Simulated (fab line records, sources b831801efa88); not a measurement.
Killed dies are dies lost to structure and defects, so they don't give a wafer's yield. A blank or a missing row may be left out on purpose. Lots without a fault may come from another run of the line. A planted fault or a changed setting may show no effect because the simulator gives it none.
One fault seen from 2 desks | flow gf180mcu | each desk has only its own numbers; what lay behind them comes last

THE TOOL OWNER'S DESK: cvd_w-01
The tool's own readings at GF_V2_CVD_23 (deposits W, target thk 350 nm, time 104.94 s): means of the sampled wafers that have a number, for each lot that ran on this tool. A lot is out of limits, marked OUT, if its mean lies more than 4 standard deviations from the usual mean; the brackets give that distance.
Columns: A = heater_power_w at GF_V2_CVD_23, usual 852 W
lot  | first seen here | A
L866 | day 23 00:59    | 825
L869 | day 24 03:41    | 830
L871 | day 24 17:57    | 812
L873 | day 25 06:12    | 828
L882 | day 28 01:46    | 819
This desk's finding: nothing out of limits on any of the 5 lots.

THE METROLOGY DESK
What the gauges read, lot by lot, whatever tool the lot ran on: means of the sampled wafers that have a number. A lot is out of limits, marked OUT, if its mean lies more than 4 standard deviations from the usual mean; the brackets give that distance.
Columns: A = V2_W_RS at GF_V2_RS_MEAS_24, usual 0.314 ohm/sq; B = V2_W_THK at GF_V2_THK_MEAS_25, usual 378 nm; C = M3_ALCU_RS at GF_M3_RS_MEAS_05, usual 0.0696 ohm/sq
lot  | first seen here | A     | B   | C
L859 | day 20 09:05    | 0.313 | 373 | 0.0694
L860 | day 20 14:43    | 0.311 | 375 | 0.0695
L862 | day 21 16:47    | 0.315 | 386 | 0.0699
L863 | day 22 08:01    | 0.313 | 379 | 0.0697
L866 | day 23 01:08    | 0.310 | 382 | 0.0690
L867 | day 23 13:28    | 0.316 | 382 | 0.0686
L869 | day 24 03:50    | 0.327 | 359 | 0.0696
L871 | day 24 18:04    | 0.325 | 364 | 0.0690
L872 | day 24 23:35    | 0.316 | 371 | 0.0704
L873 | day 25 06:20    | 0.324 | 365 | 0.0709
L875 | day 25 23:58    | 0.320 | 373 | 0.0691
L877 | day 26 13:58    | 0.314 | 380 | 0.0682
L882 | day 28 02:00    | 0.315 | 373 | 0.0701
This desk's finding: nothing out of limits on any of the 13 lots.

PUT TOGETHER
The tool owner's desk saw nothing out of limits.
The metrology desk saw nothing out of limits.

WHAT THE SIMULATOR HAD PUT IN
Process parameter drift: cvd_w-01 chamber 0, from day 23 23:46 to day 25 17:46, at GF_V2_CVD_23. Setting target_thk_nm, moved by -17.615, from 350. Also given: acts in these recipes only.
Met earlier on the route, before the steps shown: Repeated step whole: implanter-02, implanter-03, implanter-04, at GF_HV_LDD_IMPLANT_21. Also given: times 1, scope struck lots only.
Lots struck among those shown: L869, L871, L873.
